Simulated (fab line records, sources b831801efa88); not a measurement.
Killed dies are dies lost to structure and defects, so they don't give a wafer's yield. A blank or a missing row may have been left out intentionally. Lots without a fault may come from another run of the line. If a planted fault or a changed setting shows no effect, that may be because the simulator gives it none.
Which tool did it? :: flow gf180mcu :: 13 lots, 39 wafers sampled, at 5 steps of a route of 602

WHAT THE GAUGES SHOWED, per wafer
GF_MVPSD_TW_MEAS_11. Usual: for MVPSD_TW the level is 554 and the standard deviation is 3.
lot: L421
measured: day 4 23:40
on: filmMetro-03
MVPSD_TW: 556 554 557
flag: 

lot: L422
measured: day 5 08:31
on: filmMetro-04
MVPSD_TW: 549 544 550
flag: 

lot: L423
measured: day 5 12:29
on: filmMetro-01
MVPSD_TW: 557 553 553
flag: 

lot: L424
measured: day 5 19:22
on: filmMetro-01
MVPSD_TW: 553 553 552
flag: 

lot: L425
measured: day 6 02:44
on: filmMetro-03
MVPSD_TW: 556 558 559
flag: 

lot: L426
measured: day 6 07:50
on: filmMetro-04
MVPSD_TW: 554 558 555
flag: 

lot: L427
measured: day 6 11:58
on: filmMetro-01
MVPSD_TW: 561 558 558
flag: 

lot: L428
measured: day 7 01:55
on: filmMetro-04
MVPSD_TW: 556 556 553
flag: 

lot: L430
measured: day 7 09:11
on: filmMetro-04
MVPSD_TW: 554 553 557
flag: 

lot: L437
measured: day 9 03:25
on: filmMetro-01
MVPSD_TW: 551 551 550
flag: 

lot: L439
measured: day 9 17:40
on: filmMetro-01
MVPSD_TW: 1033 1033 1035
flag: OFF

lot: L440
measured: day 9 21:21
on: filmMetro-03
MVPSD_TW: 1046 1049 1046
flag: OFF

lot: L441
measured: day 10 02:58
on: filmMetro-04
MVPSD_TW: 1033 1035 1040
flag: OFF

GF_VT_IMPLANT_OVL_MEAS_29. Usual: for VT_IMPLANT_02_OVL the level is -0.5 nm and the standard deviation is 1.3.
lot: L421
measured: day 6 21:08
on: overlay-01
VT_IMPLANT_02_OVL (nm): 0.3 -0.7 1.0
flag: 

lot: L422
measured: day 7 06:50
on: overlay-01
VT_IMPLANT_02_OVL (nm): 0.6 0.1 -0.8
flag: 

lot: L423
measured: day 7 10:59
on: overlay-02
VT_IMPLANT_02_OVL (nm): -0.6 -1.2 -2.0
flag: 

lot: L424
measured: day 7 18:44
on: overlay-02
VT_IMPLANT_02_OVL (nm): 1.6 0.4 0.0
flag: 

lot: L425
measured: day 8 03:07
on: overlay-01
VT_IMPLANT_02_OVL (nm): 1.2 1.9 0.6
flag: 

lot: L426
measured: day 8 08:42
on: overlay-02
VT_IMPLANT_02_OVL (nm): 1.0 0.3 -0.4
flag: 

lot: L427
measured: day 8 11:50
on: overlay-01
VT_IMPLANT_02_OVL (nm): -1.7 -1.7 -0.4
flag: 

lot: L428
measured: day 9 03:47
on: overlay-02
VT_IMPLANT_02_OVL (nm): 0.5 0.2 0.8
flag: 

lot: L430
measured: day 9 12:33
on: overlay-01
VT_IMPLANT_02_OVL (nm): -2.2 -2.2 -3.0
flag: 

lot: L437
measured: day 11 09:53
on: overlay-02
VT_IMPLANT_02_OVL (nm): 0.2 0.3 -0.1
flag: 

lot: L439
measured: day 12 00:17
on: overlay-02
VT_IMPLANT_02_OVL (nm): -0.1 1.4 0.6
flag: 

lot: L440
measured: day 12 03:59
on: overlay-01
VT_IMPLANT_02_OVL (nm): -0.5 0.3 0.9
flag: 

lot: L441
measured: day 12 11:17
on: overlay-01
VT_IMPLANT_02_OVL (nm): -1.0 0.7 -0.2
flag: 

GF_VT_IMPLANT_RS_MEAS_49: uses a four-point probe to measure. Usual: for MVPSD_RS the level is 1169 ohm/sq and the standard deviation is 3.1.
lot: L421
measured: day 7 13:58
on: filmMetro-03
MVPSD_RS (ohm/sq): 1167 1166 1164
flag: 

lot: L422
measured: day 8 00:17
on: filmMetro-03
MVPSD_RS (ohm/sq): 1175 1178 1173
flag: 

lot: L423
measured: day 8 04:36
on: filmMetro-03
MVPSD_RS (ohm/sq): 1170 1170 1168
flag: 

lot: L424
measured: day 8 12:18
on: filmMetro-04
MVPSD_RS (ohm/sq): 1166 1171 1171
flag: 

lot: L425
measured: day 8 20:32
on: filmMetro-03
MVPSD_RS (ohm/sq): 1168 1168 1167
flag: 

lot: L426
measured: day 9 02:59
on: filmMetro-03
MVPSD_RS (ohm/sq): 1175 1172 1170
flag: 

lot: L427
measured: day 9 05:14
on: filmMetro-03
MVPSD_RS (ohm/sq): 1168 1166 1166
flag: 

lot: L428
measured: day 9 22:53
on: filmMetro-03
MVPSD_RS (ohm/sq): 1171 1169 1169
flag: 

lot: L430
measured: day 10 07:03
on: filmMetro-03
MVPSD_RS (ohm/sq): 1170 1169 1166
flag: 

lot: L437
measured: day 12 05:46
on: filmMetro-03
MVPSD_RS (ohm/sq): 1172 1166 1168
flag: 

lot: L439
measured: day 12 20:48
on: filmMetro-01
MVPSD_RS (ohm/sq): 1569 1565 1568
flag: OFF

lot: L440
measured: day 13 01:18
on: filmMetro-04
MVPSD_RS (ohm/sq): 1569 1566 1570
flag: OFF

lot: L441
measured: day 13 07:44
on: filmMetro-01
MVPSD_RS (ohm/sq): 1570 1568 1564
flag: OFF

GF_SAB_CD_MEAS_09: target cd 420 nm. Usual: cdNm at 420.5 nm, with a standard deviation of 2.5.
lot: L421
measured: day 15 02:36
on: cdSem-02
cdNm (nm): 419.0 418.5 419.6
flag: 

lot: L422
measured: day 15 19:53
on: cdSem-01
cdNm (nm): 422.5 421.8 422.9
flag: 

lot: L423
measured: day 16 00:09
on: cdSem-01
cdNm (nm): 420.1 418.0 419.9
flag: 

lot: L424
measured: day 16 12:02
on: cdSem-02
cdNm (nm): 419.5 421.1 421.8
flag: 

lot: L425
measured: day 16 17:29
on: cdSem-02
cdNm (nm): 421.2 421.9 422.0
flag: 

lot: L426
measured: day 17 08:16
on: cdSem-02
cdNm (nm): 422.4 420.0 420.5
flag: 

lot: L427
measured: day 17 12:17
on: cdSem-01
cdNm (nm): 421.3 420.8 420.5
flag: 

lot: L428
measured: day 18 09:22
on: cdSem-02
cdNm (nm): 420.9 421.6 422.0
flag: 

lot: L430
measured: day 18 17:14
on: cdSem-02
cdNm (nm): 422.6 423.4 420.3
flag: 

lot: L437
measured: day 21 07:44
on: cdSem-02
cdNm (nm): 424.4 423.3 424.5
flag: 

lot: L439
measured: day 22 03:11
on: cdSem-01
cdNm (nm): 415.6 414.5 415.5
flag: 

lot: L440
measured: day 22 07:25
on: cdSem-01
cdNm (nm): 423.6 421.7 423.4
flag: 

lot: L441
measured: day 22 14:23
on: cdSem-02
cdNm (nm): 421.4 422.0 423.8
flag: 

EACH LOT AND THE TOOL THAT RAN IT (in order: tool; ch and the chambers of the sampled wafers; start)
lot: L421
GF_MVPSD_IMPLANT_08: implanter-04 ch 0, day 4 23:17

lot: L422
GF_MVPSD_IMPLANT_08: implanter-02 ch 0, day 5 08:07

lot: L423
GF_MVPSD_IMPLANT_08: implanter-04 ch 0, day 5 12:05

lot: L424
GF_MVPSD_IMPLANT_08: implanter-02 ch 0, day 5 18:59

lot: L425
GF_MVPSD_IMPLANT_08: implanter-04 ch 0, day 6 02:19

lot: L426
GF_MVPSD_IMPLANT_08: implanter-02 ch 0, day 6 07:28

lot: L427
GF_MVPSD_IMPLANT_08: implanter-02 ch 0, day 6 11:34

lot: L428
GF_MVPSD_IMPLANT_08: implanter-02 ch 0, day 7 01:31

lot: L430
GF_MVPSD_IMPLANT_08: implanter-04 ch 0, day 7 08:50

lot: L437
GF_MVPSD_IMPLANT_08: implanter-04 ch 0, day 9 03:01

lot: L439
GF_MVPSD_IMPLANT_08: implanter-03 ch 0, day 9 17:16

lot: L440
GF_MVPSD_IMPLANT_08: implanter-04 ch 0, day 9 20:59

lot: L441
GF_MVPSD_IMPLANT_08: implanter-03 ch 0, day 10 02:34
- GF_MVPSD_IMPLANT_08

AS READ BY THE TOOLS THEMSELVES (means over the sampled wafers that have a number; for cases with no such wafer, the mark the record gives instead)
The record holds no such reading with a usual standard deviation.

THE ANSWER, worked out from the rows above alone
Rule: lot off if the mean of its wafers having a number is beyond 3 standard deviations from the usual mean. Also off: a lot with no number at a reading for which 4 or more lots have one. The other lots that the step has rows for count as sound. First the gauges in route order, then the tools' own readings, where a lot's mean is used as printed above. At the first step where some lot is off, the reading lying furthest off is the one used; lots without a number count as furthest.
Off: at GF_MVPSD_TW_MEAS_11 (MVPSD_TW), L439, L440, L441.
A tool fits if, at a process step before that reading, it ran every lot that is off, and no sound lot after the first of them. Gauges at GF_MVPSD_TW_MEAS_11: tried the same way as those tools. Of those tried, none fits.

WHAT THE SIMULATOR HAD INSERTED
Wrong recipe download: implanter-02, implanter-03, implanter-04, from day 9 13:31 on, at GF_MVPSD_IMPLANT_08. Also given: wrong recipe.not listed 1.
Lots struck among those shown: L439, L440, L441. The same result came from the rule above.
